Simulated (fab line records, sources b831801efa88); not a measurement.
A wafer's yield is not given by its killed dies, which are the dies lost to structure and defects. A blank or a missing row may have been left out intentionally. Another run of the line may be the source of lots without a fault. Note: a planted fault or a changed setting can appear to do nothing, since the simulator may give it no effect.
Problem report in the 8D (eight disciplines) form, filled by code -- flow sky130 -- the parts of the form that need people (team, actions taken, sign-off) are left out

1. THE PROBLEM
Mean METAL2_ALCU_RS at SKY_METAL2_RS_MEAS_05: 0.1553 ohm/sq over 3 wafers in 3 lots; fault-free wafers: 0.1272 ohm/sq, standard deviation 0.0011. That is +26 standard deviations from the usual mean.
The step: measures by four-point-probe.
Earliest sighting: wafer L358.1 on film_metro-03 at day 36 17:34. At this step, 30 wafers from 11 lots have a number in the record. The rule behind "out" and "out of limits": a value lying over 4 standard deviations away from the usual mean. All remaining wafers that have a number are taken as sound.

2. WHAT IT IS; WHAT IT IS NOT
question,is,is not
which readings at this step,METAL2_ALCU_RS,-
which lots,"L358, L359, L360","L349, L350, L362, L364, L365, L367, L369, L372"
which wafers of those lots,"L358.1, L359.1, L360.1","L358.3, L359.3, L360.3"
read on which gauges,"film_metro-01, film_metro-02, film_metro-03",-
when,from day 36 17:34,"up to then (7 sound wafers); but 20 sound wafers of L359, L360, L362, L364, L365, L367, L369, L372 came after"

3. THE SUSPECTS, EACH WITH WHAT RULES IT OUT
Counting: a tool at a process step up to the reading stays a suspect if it ran every lot that is out. Sound lots after the first of them don't rule it out here, since some wafers of a struck lot are sound.
- the gauge at SKY_METAL2_RS_MEAS_05 is ruled out. Those wafers that are out were read across 3 gauges (film_metro-01, film_metro-02, film_metro-03).
- pvd_sputter-01 at SKY_METAL2_SPUTTER_02 (material AlCu, target thk 250 nm, time 13.3 s): kept. Ran every lot that is out, first one L358 (day 36 17:28); last sound lot up to then L350 (day 34 07:14).
After counting, what remains is pvd_sputter-01 at SKY_METAL2_SPUTTER_02.

4. THE CAUSE (what the simulator had put in)
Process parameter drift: pvd_sputter-01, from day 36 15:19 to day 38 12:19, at SKY_METAL2_SPUTTER_02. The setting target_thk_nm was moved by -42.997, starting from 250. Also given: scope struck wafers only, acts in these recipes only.
This tool alone remained once counting was done.

5. THE EFFECT CHAIN, in route order
Each row: a reading whose mean over the struck wafers that have a number lies more than 3 standard deviations from the usual. Readings are gone through only where the record gives a usual standard deviation; hours: the median, over the lots, of the time from a lot's start at the first step in this table giving one to that lot's start at this step; sigmas: the change measured in usual standard deviations.
hours,step,reading,usual,on struck wafers,change,sigmas
0,SKY_METAL2_RS_MEAS_05,METAL2_ALCU_RS,0.1272 ohm/sq,0.1553,+0.0281,+26
0,SKY_METAL2_THK_MEAS_06,METAL2_ALCU_THK,250.9 nm,206.7,-44.2,-20
26,SKY_METAL2_METAL_ETCH_19,oes_product_au,0.852 a.u.,0.820,-0.032,-5.7
It contains these process steps:
- SKY_METAL2_METAL_ETCH_19: etches the open film in Cl2/BCl3, stops on SiO2, target depth 360 nm, time 78 s.
Later measuring or inspecting steps at which every struck wafer that the step has a row for has a number for every such reading, and none has moved that far: SKY_VIA2_THK_MEAS_01.

6. HOW IT WOULD HAVE BEEN CAUGHT EARLIER
In this record the first reading out of limits at a measuring or inspecting step was taken at day 36 17:34, 2 hours after the fault began at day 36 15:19.
No tool reading at SKY_METAL2_SPUTTER_02 that has a usual standard deviation in the record was out on any struck wafer, so an alarm limit of 4 standard deviations on those readings would not have fired.
Among the 3 lots that are out, L359, L360 began SKY_METAL2_SPUTTER_02 on pvd_sputter-01 after day 36 17:34. A hold on the tool at that time would have spared those 2.
